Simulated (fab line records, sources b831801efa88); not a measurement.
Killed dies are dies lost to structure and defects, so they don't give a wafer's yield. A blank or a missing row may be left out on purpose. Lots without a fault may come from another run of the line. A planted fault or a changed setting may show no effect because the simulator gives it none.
Which tool did it? | flow sky130 | 10 lots, 30 wafers sampled, at 5 steps of a route of 708

WHAT THE GAUGES READ, wafer by wafer
SKY_FIELD_ISO_THK_MEAS_04.
lot  | measured    | on            | FIELD_ISO_CVD_03_THK (nm)
L146 | day 1 14:14 | film_metro-03 | 162.3 164.5 164.3
L147 | day 1 18:29 | film_metro-04 | 163.0 164.0 164.0
L148 | day 2 00:00 | film_metro-02 | 166.4 166.2 166.8
L151 | day 2 17:10 | film_metro-03 | 166.8 167.2 167.2
L154 | day 3 06:59 | film_metro-03 | 162.7 162.8 163.4
L157 | day 3 22:09 | film_metro-03 | 151.0 152.8 153.0
L160 | day 4 15:16 | film_metro-04 | 164.1 165.4 163.8
L161 | day 4 18:06 | film_metro-03 | 164.5 162.9 163.5
L162 | day 4 22:58 | film_metro-03 | 161.7 162.8 162.8
L163 | day 5 03:56 | film_metro-04 | 165.6 167.0 167.1

SKY_NWELL_OVL_MEAS_23.
lot  | measured    | on         | NWELL_01_OVL (nm)
L146 | day 5 05:56 | overlay-01 | 3.0 0.7 3.1
L147 | day 5 19:23 | overlay-01 | 0.9 2.0 1.8
L148 | day 6 00:26 | overlay-02 | 0.2 0.5 1.2
L151 | day 6 08:29 | overlay-01 | 1.4 0.3 2.7
L154 | day 7 06:59 | overlay-01 | 3.0 1.3 1.9
L157 | day 8 09:19 | overlay-02 | 1.3 3.2 0.9
L160 | day 8 18:20 | overlay-01 | 0.9 0.4 0.3
L161 | day 8 23:53 | overlay-01 | 0.0 -1.2 -0.3
L162 | day 9 14:14 | overlay-02 | 1.8 2.3 0.1
L163 | day 9 15:53 | overlay-01 | 1.0 0.0 1.9

SKY_VT_ADJUST_NCORE_OVL_MEAS_08.
lot  | measured     | on         | VT_ADJUST_NCORE_OVL (nm)
L146 | day 8 10:20  | overlay-01 | 1.7 0.1 0.7
L147 | day 9 08:29  | overlay-01 | 0.4 -1.8 -1.0
L148 | day 9 08:51  | overlay-01 | 1.8 0.0 3.8
L151 | day 9 19:38  | overlay-02 | -0.5 0.1 -1.0
L154 | day 10 20:21 | overlay-01 | 1.8 -0.8 1.2
L157 | day 12 05:01 | overlay-02 | 1.9 0.9 2.3
L160 | day 12 16:15 | overlay-02 | 2.4 1.9 1.9
L161 | day 12 21:50 | overlay-02 | 1.0 0.6 3.7
L162 | day 13 12:56 | overlay-01 | 1.3 1.4 0.0
L163 | day 13 17:14 | overlay-02 | 0.6 -0.3 1.6

WHICH TOOL RAN EACH LOT (tool, then ch and the chambers of the sampled wafers, then the start)
lot  | SKY_FIELD_ISO_CVD_03       | SKY_FIELD_ISO_ETCH_15
L146 | lpcvd-02 ch 0, day 1 12:26 | rie_diel-01 ch 1,2,3, day 2 05:11
L147 | lpcvd-02 ch 0, day 1 16:41 | rie_diel-03 ch 0,1, day 2 08:35
L148 | lpcvd-02 ch 0, day 1 22:13 | rie_diel-03 ch 1,2,3, day 2 14:12
L151 | lpcvd-02 ch 1, day 2 15:22 | rie_diel-04 ch 1,2, day 3 08:12
L154 | lpcvd-02 ch 1, day 3 05:11 | rie_diel-03 ch 1,2, day 3 23:08
L157 | lpcvd-02 ch 0, day 3 19:27 | rie_diel-04 ch 0,1,3, day 4 14:36
L160 | lpcvd-02 ch 1, day 4 13:28 | rie_diel-04 ch 1,2, day 5 07:51
L161 | lpcvd-02 ch 1, day 4 16:19 | rie_diel-01 ch 0,2,3, day 5 12:05
L162 | lpcvd-02 ch 1, day 4 21:11 | rie_diel-01 ch 1,2, day 5 16:38
L163 | lpcvd-02 ch 1, day 5 02:09 | rie_diel-03 ch 0,3, day 5 22:20
- SKY_FIELD_ISO_CVD_03: deposits Si3N4 from DCS/NH3, target thk 165 nm, time 2830 s.
- SKY_FIELD_ISO_ETCH_15: etches the open film in CHF3/O2, stops on Si, target depth 180 nm, time 72 s.

WHAT THE TOOLS THEMSELVES READ (means of the sampled wafers that have a number; where no wafer has one, the mark that the record gives instead)
SKY_FIELD_ISO_CVD_03.
lot  | tool     | pressure_mtorr (mTorr) | spike_tc_upper_C (C)
L146 | lpcvd-02 | 250.1                  | 767.7
L147 | lpcvd-02 | 249.6                  | 767.8
L148 | lpcvd-02 | 249.7                  | 768.2
L151 | lpcvd-02 | 250.2                  | 770.8
L154 | lpcvd-02 | 250.3                  | 770.5
L157 | lpcvd-02 | 199.6                  | 767.5
L160 | lpcvd-02 | 250.9                  | 770.4
L161 | lpcvd-02 | 249.8                  | 769.8
L162 | lpcvd-02 | 250.6                  | 769.9
L163 | lpcvd-02 | 250.1                  | 770.2

SKY_FIELD_ISO_ETCH_15.
lot  | tool        | drypump_motor_current_A (A) | oes_product_au (a.u.) | throttle_valve_pct (%)
L146 | rie_diel-01 | 6.0                         | 0.938                 | 8.843
L147 | rie_diel-03 | 5.6                         | 0.942                 | 8.846
L148 | rie_diel-03 | 5.5                         | 0.953                 | 8.849
L151 | rie_diel-04 | 5.7                         | 0.954                 | 8.842
L154 | rie_diel-03 | 6.0                         | 0.938                 | 8.840
L157 | rie_diel-04 | 5.8                         | 0.904                 | 8.833
L160 | rie_diel-04 | 5.6                         | 0.943                 | 8.852
L161 | rie_diel-01 | 5.9                         | 0.938                 | 8.850
L162 | rie_diel-01 | 6.3                         | 0.935                 | 8.834
L163 | rie_diel-03 | 5.1                         | 0.951                 | 8.835

THE ANSWER, worked out from the rows above alone
Rule: what is usual is taken from the lots themselves. Put in order of their means at a reading, lots are off if they are a third of the lots or fewer, leave a main group of 4 or more, and stand apart from it by a gap of 3 or more times the standard deviation of the main group's means; of several such gaps the widest counts. A main group whose means are all the same, to the digits that the tables above print for the reading, isn't used. A lot without any number at a reading at which 4 lots or more have one is off too. The other lots that the step has rows for count as sound. The gauges are gone through in route order, then the tools' own readings, and for those a lot's mean is taken as printed above. The first step at which some lot is off is used, and at that step the reading that is off furthest; a lot without a number counts as furthest.
Off: L157, at SKY_FIELD_ISO_THK_MEAS_04 (FIELD_ISO_CVD_03_THK). The main group: mean 164.5 nm, standard deviation 1.6.
A tool fits if, at a process step before that reading, it ran every lot that is off, and no sound lot after the first of them. The gauges at SKY_FIELD_ISO_THK_MEAS_04 aren't tried: what is off there is off at SKY_FIELD_ISO_CVD_03 too, on other tools, and a gauge's error can't cause that. None of those tried fits.

WHAT THE SIMULATOR HAD PUT IN
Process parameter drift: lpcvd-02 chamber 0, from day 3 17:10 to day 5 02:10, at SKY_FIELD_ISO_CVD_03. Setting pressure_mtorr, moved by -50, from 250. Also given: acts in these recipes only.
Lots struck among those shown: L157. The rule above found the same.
